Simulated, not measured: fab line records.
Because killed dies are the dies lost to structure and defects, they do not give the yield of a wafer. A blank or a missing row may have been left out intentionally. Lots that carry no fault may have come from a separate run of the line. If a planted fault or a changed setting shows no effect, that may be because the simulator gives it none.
Which tool is to blame? + flow sky130 + Sampling: 14 lots, 42 wafers, 3 of 708 route steps

WHAT EACH GAUGE READ, for each wafer
SKY_VT_ADJUST_NCORE_TW_MEAS_11.
| lot  | measured     | on            | VT_ADJUST_NCORE_TW |
|------|--------------|---------------|--------------------|
| L949 | day 8 11:48  | film_metro-03 | 220.9 220.1 219.5  |
| L952 | day 9 09:05  | film_metro-04 | 217.6 218.1 218.2  |
| L955 | day 10 10:05 | film_metro-03 | 220.0 219.4 219.8  |
| L956 | day 10 13:18 | film_metro-03 | 220.4 219.2 219.2  |
| L958 | day 11 02:04 | film_metro-03 | 219.3 218.6 218.1  |
| L959 | day 11 10:09 | film_metro-04 | 217.5 217.6 217.7  |
| L961 | day 12 03:51 | film_metro-03 | 29.8 29.7 29.8     |
| L962 | day 12 08:32 | film_metro-04 | 29.8 29.8 29.7     |
| L967 | day 14 00:17 | film_metro-02 | 217.6 217.8 218.7  |
| L968 | day 14 03:26 | film_metro-02 | 217.7 217.4 218.1  |
| L969 | day 14 09:20 | film_metro-03 | 219.5 219.5 218.5  |
| L970 | day 14 19:56 | film_metro-04 | 216.9 215.7 216.7  |
| L971 | day 15 05:15 | film_metro-03 | 217.0 217.7 217.4  |
| L972 | day 15 10:25 | film_metro-03 | 217.0 217.1 218.1  |

SKY_CONTACT_OVL_MEAS_15.
| lot  | measured     | on         | CONTACT_OVL (nm) |
|------|--------------|------------|------------------|
| L949 | day 31 03:50 | overlay-01 | -7 3 -2          |
| L952 | day 32 19:39 | overlay-02 | -5 -6 -12        |
| L955 | day 33 13:10 | overlay-01 | 2 -1 -2          |
| L956 | day 33 21:41 | overlay-02 | 1 -3 6           |
| L958 | day 34 11:46 | overlay-02 | -12 -5 -9        |
| L959 | day 35 05:40 | overlay-02 | 3 0 2            |
| L967 | day 37 15:51 | overlay-01 | -7 -12 -12       |
| L968 | day 37 17:14 | overlay-01 | -5 -1 2          |
| L969 | day 38 02:22 | overlay-01 | 7 6 7            |
| L970 | day 38 08:24 | overlay-02 | -2 -7 -7         |
| L971 | day 38 13:25 | overlay-02 | -3 -4 1          |
| L972 | day 39 09:08 | overlay-02 | 2 -1 3           |

WHICH TOOL RAN EACH LOT (tool, then ch and the chambers of the sampled wafers, then the start)
| lot  | SKY_VT_ADJUST_NCORE_IMPLANT_09  |
|------|---------------------------------|
| L949 | implanter-04 ch 0, day 8 11:33  |
| L952 | implanter-04 ch 0, day 9 08:50  |
| L955 | implanter-04 ch 0, day 10 09:48 |
| L956 | implanter-01 ch 0, day 10 13:04 |
| L958 | implanter-04 ch 0, day 11 01:51 |
| L959 | implanter-01 ch 0, day 11 09:55 |
| L961 | implanter-01, day 12 03:37      |
| L962 | implanter-01, day 12 08:17      |
| L967 | implanter-03 ch 0, day 14 00:02 |
| L968 | implanter-03 ch 0, day 14 03:12 |
| L969 | implanter-03 ch 0, day 14 09:05 |
| L970 | implanter-01 ch 0, day 14 19:41 |
| L971 | implanter-03 ch 0, day 15 05:01 |
| L972 | implanter-01 ch 0, day 15 10:11 |
- SKY_VT_ADJUST_NCORE_IMPLANT_09

AS READ BY THE TOOLS THEMSELVES (means over the sampled wafers that have a number; for cases with no such wafer, the mark the record gives instead)
SKY_VT_ADJUST_NCORE_IMPLANT_09.
| lot  | tool         | beam_energy_keV | beam_on_s (s) | dose_ions_cm2 |
|------|--------------|-----------------|---------------|---------------|
| L949 | implanter-04 | 10.000          | 9.96          | 2.3970e+12    |
| L952 | implanter-04 | 10.003          | 9.91          | 2.4012e+12    |
| L955 | implanter-04 | 9.998           | 9.89          | 2.4002e+12    |
| L956 | implanter-01 | 9.999           | 9.97          | 2.3985e+12    |
| L958 | implanter-04 | 10.002          | 10.06         | 2.3996e+12    |
| L959 | implanter-01 | 9.998           | 9.98          | 2.3996e+12    |
| L961 | implanter-01 | -               | -             | -             |
| L962 | implanter-01 | -               | -             | -             |
| L967 | implanter-03 | 9.999           | 10.08         | 2.3999e+12    |
| L968 | implanter-03 | 9.998           | 10.09         | 2.4030e+12    |
| L969 | implanter-03 | 10.000          | 9.82          | 2.4003e+12    |
| L970 | implanter-01 | 10.000          | 9.96          | 2.4005e+12    |
| L971 | implanter-03 | 10.003          | 10.15         | 2.3992e+12    |
| L972 | implanter-01 | 9.999           | 9.98          | 2.4017e+12    |

THE ANSWER, worked out from the rows above alone
Rule: usual is defined by the lots themselves. Put in order of their means at a reading, lots are off if they are a third of the lots or fewer, leave a main group of 4 or more, and stand apart from it by a gap of 3 or more times the standard deviation of the main group's means; of several such gaps the widest counts. A main group whose means are all the same, to the digits that the tables above print for the reading, isn't used. Also off: a lot with no number at a reading for which 4 or more lots have one. All remaining lots with rows at the step are treated as sound. The gauges are gone through in route order, then the tools' own readings, and for those a lot's mean is taken as printed above. At the first step where some lot is off, the reading lying furthest off is the one used; lots without a number count as furthest.
Off: L961, L962, at SKY_VT_ADJUST_NCORE_TW_MEAS_11 (VT_ADJUST_NCORE_TW). The main group has a mean of 218.3 with a standard deviation of 1.1.
If a tool, at a process step before that reading, ran all the lots that are off and no sound lot after the first of them, it fits. Not tried: the gauges at SKY_VT_ADJUST_NCORE_TW_MEAS_11; whatever is off there is also off at SKY_VT_ADJUST_NCORE_IMPLANT_09, on other tools, and gauge error can't account for it. Of those tried, none fits.

WHAT THE SIMULATOR HAD PUT IN
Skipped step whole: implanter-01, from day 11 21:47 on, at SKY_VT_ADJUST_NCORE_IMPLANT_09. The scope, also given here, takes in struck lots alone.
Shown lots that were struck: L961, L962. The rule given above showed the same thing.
